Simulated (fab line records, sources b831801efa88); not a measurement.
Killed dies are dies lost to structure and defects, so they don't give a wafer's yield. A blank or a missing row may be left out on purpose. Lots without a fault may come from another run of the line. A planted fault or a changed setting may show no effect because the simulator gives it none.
Which tool did it? | flow gf180mcu | 12 lots, 36 wafers sampled, at 6 steps of a route of 602

WHAT THE GAUGES READ, wafer by wafer
GF_STI_THK_MEAS_04. Usual: STI_CVD_03_THK 207.6 nm, standard deviation 2.1.
lot  | measured    | on            | STI_CVD_03_THK (nm) | flag
L872 | day 1 14:55 | film_metro-01 | 209.2 209.1 208.3   |
L874 | day 1 23:34 | film_metro-02 | 206.1 206.2 204.8   |
L876 | day 2 09:52 | film_metro-03 | 211.7 211.7 212.2   |
L877 | day 2 15:44 | film_metro-01 | 208.1 205.9 206.3   |
L879 | day 3 01:32 | film_metro-01 | 204.4 204.9 204.4   |
L880 | day 3 05:48 | film_metro-02 | 208.6 208.4 209.6   |
L882 | day 3 15:34 | film_metro-03 | 208.4 207.7 209.5   |
L884 | day 4 01:34 | film_metro-02 | 239.9 238.1 240.8   | OFF
L886 | day 4 11:34 | film_metro-02 | 241.9 239.8 239.4   | OFF
L888 | day 4 22:33 | film_metro-03 | 208.2 208.4 208.5   |
L891 | day 5 12:34 | film_metro-01 | 211.4 210.6 209.6   |
L894 | day 6 05:01 | film_metro-03 | 208.7 207.4 207.7   |

GF_STI_CD_MEAS_12: target cd 220 nm. Usual: cd_nm 219.6 nm, standard deviation 0.92.
lot  | measured    | on        | cd_nm (nm)        | flag
L872 | day 2 03:23 | cd_sem-02 | 219.5 218.8 218.5 |
L874 | day 2 11:37 | cd_sem-01 | 219.5 217.6 218.7 |
L876 | day 2 22:01 | cd_sem-01 | 219.7 218.6 218.8 |
L877 | day 3 03:59 | cd_sem-02 | 220.5 220.2 220.3 |
L879 | day 3 14:32 | cd_sem-02 | 220.6 219.1 219.5 |
L880 | day 3 18:59 | cd_sem-01 | 219.9 219.7 220.2 |
L882 | day 4 04:44 | cd_sem-01 | 219.6 218.5 218.4 |
L884 | day 4 14:52 | cd_sem-02 | 220.7 220.0 220.6 |
L886 | day 5 01:28 | cd_sem-01 | 220.2 221.7 221.3 |
L888 | day 5 12:50 | cd_sem-02 | 220.6 218.4 219.6 |
L891 | day 6 03:07 | cd_sem-02 | 221.7 218.4 219.6 |
L894 | day 6 20:35 | cd_sem-02 | 221.2 220.8 221.6 |

GF_M1_THK_MEAS_06: measures by xrf. Usual: M1_ALCU_THK 452 nm, standard deviation 5.8.
lot  | measured     | on            | M1_ALCU_THK (nm) | flag
L872 | day 16 12:03 | film_metro-02 | 446 443 446      |
L874 | day 17 04:10 | film_metro-04 | 453 462 449      |
L876 | day 17 22:14 | film_metro-02 | 447 447 446      |
L877 | day 18 03:33 | film_metro-01 | 446 446 448      |
L879 | day 18 22:16 | film_metro-02 | 457 451 451      |
L880 | day 19 04:49 | film_metro-04 | 459 454 455      |
L882 | day 19 23:47 | film_metro-04 | 456 447 453      |
L884 | day 20 14:13 | film_metro-04 | 455 456 457      |
L886 | day 21 10:58 | film_metro-01 | 447 444 454      |
L888 | day 22 05:04 | film_metro-04 | 447 441 449      |
L891 | day 23 03:38 | film_metro-04 | 455 449 454      |
L894 | day 24 10:55 | film_metro-04 | 450 454 453      |

WHICH TOOL RAN EACH LOT (tool, then ch and the chambers of the sampled wafers, then the start)
lot  | GF_STI_CVD_03              | GF_STI_ETCH_13                    | GF_CONTACT_SPUTTER_23
L872 | lpcvd-02 ch 1, day 1 12:55 | rie_diel-02 ch 0,2, day 2 03:31   | pvd_sputter-01, day 16 11:05
L874 | lpcvd-01 ch 1, day 1 21:34 | rie_diel-02 ch 0,1,3, day 2 11:44 | pvd_sputter-04, day 17 03:13
L876 | lpcvd-02 ch 0, day 2 07:52 | rie_diel-01 ch 0,3, day 2 22:06   | pvd_sputter-03, day 17 21:13
L877 | lpcvd-02 ch 1, day 2 13:44 | rie_diel-01 ch 0,1,2, day 3 04:05 | pvd_sputter-04, day 18 02:35
L879 | lpcvd-01 ch 1, day 2 23:32 | rie_diel-02 ch 1,3, day 3 14:38   | pvd_sputter-03, day 18 21:17
L880 | lpcvd-02 ch 0, day 3 03:49 | rie_diel-01 ch 1,3, day 3 19:06   | pvd_sputter-03, day 19 03:52
L882 | lpcvd-01 ch 0, day 3 13:34 | rie_diel-01 ch 0,1,3, day 4 04:52 | pvd_sputter-03, day 19 22:50
L884 | lpcvd-01 ch 0, day 3 23:34 | rie_diel-04 ch 1,2,3, day 4 14:59 | pvd_sputter-03, day 20 13:16
L886 | lpcvd-01 ch 0, day 4 09:34 | rie_diel-04 ch 1,2,3, day 5 01:35 | pvd_sputter-03, day 21 10:00
L888 | lpcvd-02 ch 0, day 4 19:34 | rie_diel-01 ch 2,3, day 5 12:57   | pvd_sputter-04, day 22 04:07
L891 | lpcvd-02 ch 1, day 5 10:34 | rie_diel-04 ch 0,1,3, day 6 03:13 | pvd_sputter-04, day 23 02:40
L894 | lpcvd-02 ch 1, day 6 03:02 | rie_diel-01 ch 0,1, day 6 20:42   | pvd_sputter-04, day 24 09:57
- GF_STI_CVD_03: deposits Si3N4 from DCS/NH3, target thk 207.16 nm, time 3551 s.
- GF_STI_ETCH_13: etches the open film in CHF3/O2, stops on Si, target depth 282.31 nm, time 112.9 s.
- GF_CONTACT_SPUTTER_23: material TiN, target thk 10 nm, time 40 s.

WHAT THE TOOLS THEMSELVES READ (means of the sampled wafers that have a number; where no wafer has one, the mark that the record gives instead)
GF_STI_CVD_03. Usual: spike_tc_lower_C 770.6 C, standard deviation 1.1.
lot  | tool     | spike_tc_lower_C (C) | flag
L872 | lpcvd-02 | 769.6                |
L874 | lpcvd-01 | 771.3                |
L876 | lpcvd-02 | 770.2                |
L877 | lpcvd-02 | 769.5                |
L879 | lpcvd-01 | 770.7                |
L880 | lpcvd-02 | 771.2                |
L882 | lpcvd-01 | 770.8                |
L884 | lpcvd-01 | 770.8                |
L886 | lpcvd-01 | 769.6                |
L888 | lpcvd-02 | 770.9                |
L891 | lpcvd-02 | 770.8                |
L894 | lpcvd-02 | 770.1                |

GF_STI_ETCH_13. Usual: drypump_motor_current_A 5.4 A, standard deviation 0.33; oes_product_au 0.833 a.u., standard deviation 0.0061; throttle_valve_pct 8.812 %, standard deviation 0.0086.
lot  | tool        | drypump_motor_current_A (A) | oes_product_au (a.u.) | throttle_valve_pct (%) | flag
L872 | rie_diel-02 | 5.1                         | 0.834                 | 8.818                  |
L874 | rie_diel-02 | 5.2                         | 0.829                 | 8.811                  |
L876 | rie_diel-01 | 5.3                         | 0.843                 | 8.822                  |
L877 | rie_diel-01 | 5.6                         | 0.836                 | 8.825                  |
L879 | rie_diel-02 | 5.3                         | 0.822                 | 8.806                  |
L880 | rie_diel-01 | 5.5                         | 0.833                 | 8.815                  |
L882 | rie_diel-01 | 5.4                         | 0.838                 | 8.816                  |
L884 | rie_diel-04 | 5.6                         | 0.905                 | 8.831                  | OFF
L886 | rie_diel-04 | 5.6                         | 0.907                 | 8.832                  | OFF
L888 | rie_diel-01 | 5.8                         | 0.834                 | 8.818                  |
L891 | rie_diel-04 | 5.4                         | 0.836                 | 8.807                  |
L894 | rie_diel-01 | 5.5                         | 0.832                 | 8.814                  |

GF_CONTACT_SPUTTER_23. Usual: throttle_valve_pct 30.4 %, standard deviation 0.86.
lot  | tool           | throttle_valve_pct (%) | flag
L872 | pvd_sputter-01 | 30.5                   |
L874 | pvd_sputter-04 | 29.9                   |
L876 | pvd_sputter-03 | 30.2                   |
L877 | pvd_sputter-04 | 30.9                   |
L879 | pvd_sputter-03 | 30.8                   |
L880 | pvd_sputter-03 | 30.4                   |
L882 | pvd_sputter-03 | 30.8                   |
L884 | pvd_sputter-03 | 30.7                   |
L886 | pvd_sputter-03 | 30.4                   |
L888 | pvd_sputter-04 | 30.7                   |
L891 | pvd_sputter-04 | 30.2                   |
L894 | pvd_sputter-04 | 30.2                   |

THE ANSWER, worked out from the rows above alone
Rule: a lot is off if the mean of its wafers that have a number lies more than 3 standard deviations from the usual mean. A lot without any number at a reading at which 4 lots or more have one is off too. The other lots that the step has rows for count as sound. The gauges are gone through in route order, then the tools' own readings, and for those a lot's mean is taken as printed above. The first step at which some lot is off is used, and at that step the reading that is off furthest; a lot without a number counts as furthest.
Off: L884, L886, at GF_STI_THK_MEAS_04 (STI_CVD_03_THK).
A tool fits if, at a process step before that reading, it ran every lot that is off, and no sound lot after the first of them. The gauges at GF_STI_THK_MEAS_04 aren't tried: what is off there is off at GF_STI_ETCH_13 too, on other tools, and a gauge's error can't cause that. One fits: lpcvd-01 at GF_STI_CVD_03. Its last sound lot is L882 (day 3 13:34), its first lot that is off L884 (day 3 23:34): a fault that began between those two fits.

WHAT THE SIMULATOR HAD PUT IN
Process parameter drift: lpcvd-01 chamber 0, from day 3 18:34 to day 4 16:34, at GF_STI_CVD_03. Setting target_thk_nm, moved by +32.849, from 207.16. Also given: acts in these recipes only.
Lots struck among those shown: L884, L886. The rule above found the same.
